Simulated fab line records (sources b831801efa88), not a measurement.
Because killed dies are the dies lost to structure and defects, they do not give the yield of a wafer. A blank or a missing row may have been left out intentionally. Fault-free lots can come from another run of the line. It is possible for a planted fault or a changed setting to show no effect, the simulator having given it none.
8D (eight disciplines) problem report, filled in by code | flow gf180mcu | the parts of the form that need people (team, actions taken, sign-off) are left out

1. THE PROBLEM
heater_power_total_W at GF_TOP_METAL_SOFTBAKE_10 reads a mean of 58.33 W on 1 wafer of 1 lot; wafers without a fault read 56.60 W with a standard deviation of 0.042. Relative to the usual mean, that is a shift of +41 standard deviations.
The step: time 60 s.
Seen first at day 34 07:32 on litho_track-03, wafer L744.2. The record has a number at this step for 39 wafers belonging to 13 lots. Rule for "out", or "out of limits": more than 4 standard deviations from the usual mean. The other wafers with a number count as sound.

2. WHAT IT IS, AND WHAT IT ISN'T
question                    | is                                 | is not
which readings at this step | heater_power_total_W, run_length_s | -
which lots                  | L744                               | L721, L722, L723, L724, L725, L726, L727, L728, L729, L732, L733, L734
which wafers of those lots  | L744.2                             | L744.1, L744.6
read on which tools         | litho_track-03                     | litho_track-01, litho_track-02
when                        | from day 34 07:32                  | up to then (38 sound wafers)

3. WHAT RULES OUT EACH SUSPECT
Counting: any tool at a process step up to the reading remains a suspect provided it ran every lot that is out. Sound lots after the first of them don't rule it out here, since some wafers of a struck lot are sound.
- pvd_sputter-02 at GF_M3_SPUTTER_02 (material AlCu, target thk 450 nm, time 23.9 s): kept. L744, the lot that is out, went through it at day 28 10:59; up to then, the latest sound lot through it was L734 at day 25 09:34.
- pecvd-02 at GF_MIM_CVD_05 (deposits Si3N4, target thk 42 nm, time 29.086 s): kept. L744, the lot that is out, went through it at day 31 18:40; up to then, the latest sound lot through it was L732 at day 28 19:40.
- litho_track-03 at GF_TOP_METAL_SOFTBAKE_10 (time 60 s): kept. L744, the lot that is out, went through it at day 34 07:32; up to then, the latest sound lot through it was L734 at day 31 20:22. On those wafers its own readings are out: heater_power_total_W, run_length_s.
- Within pecvd-02 at GF_MIM_CVD_05: the wafers that are out ran in chamber 2; their sound lot-mates ran in chambers 0, 1.
pvd_sputter-02 at GF_M3_SPUTTER_02, pecvd-02 at GF_MIM_CVD_05 and litho_track-03 at GF_TOP_METAL_SOFTBAKE_10 are what is left after counting.

4. THE CAUSE (what the simulator had put in)
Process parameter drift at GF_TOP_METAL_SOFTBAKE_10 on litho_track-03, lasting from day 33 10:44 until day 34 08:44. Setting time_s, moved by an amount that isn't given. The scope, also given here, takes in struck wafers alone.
Counting leaves 3 suspects; this tool is one of them.

5. THE CHAIN OF EFFECTS, in route order
Each row: a reading where the mean over the struck wafers with a number is more than 3 standard deviations away from the usual. Only readings whose record carries a usual standard deviation are examined. hours: median over the lots of the time between each lot's start at the first step of this table that gives one and its start at this step. sigmas: the change, counted in usual standard deviations.
hours | step                     | reading              | usual   | on struck wafers | change | sigmas
0     | GF_TOP_METAL_SOFTBAKE_10 | heater_power_total_W | 56.60 W | 58.33            | +1.73  | +41
0     | GF_TOP_METAL_SOFTBAKE_10 | run_length_s         | 89.37 s | 84.07            | -5.30  | -31
It contains these process steps:
- GF_TOP_METAL_SOFTBAKE_10: time 60 s.

6. WHAT WOULD HAVE CAUGHT IT SOONER
In this record no reading fell out of limits until day 34 07:32, 21 hours after the fault had begun at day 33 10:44.
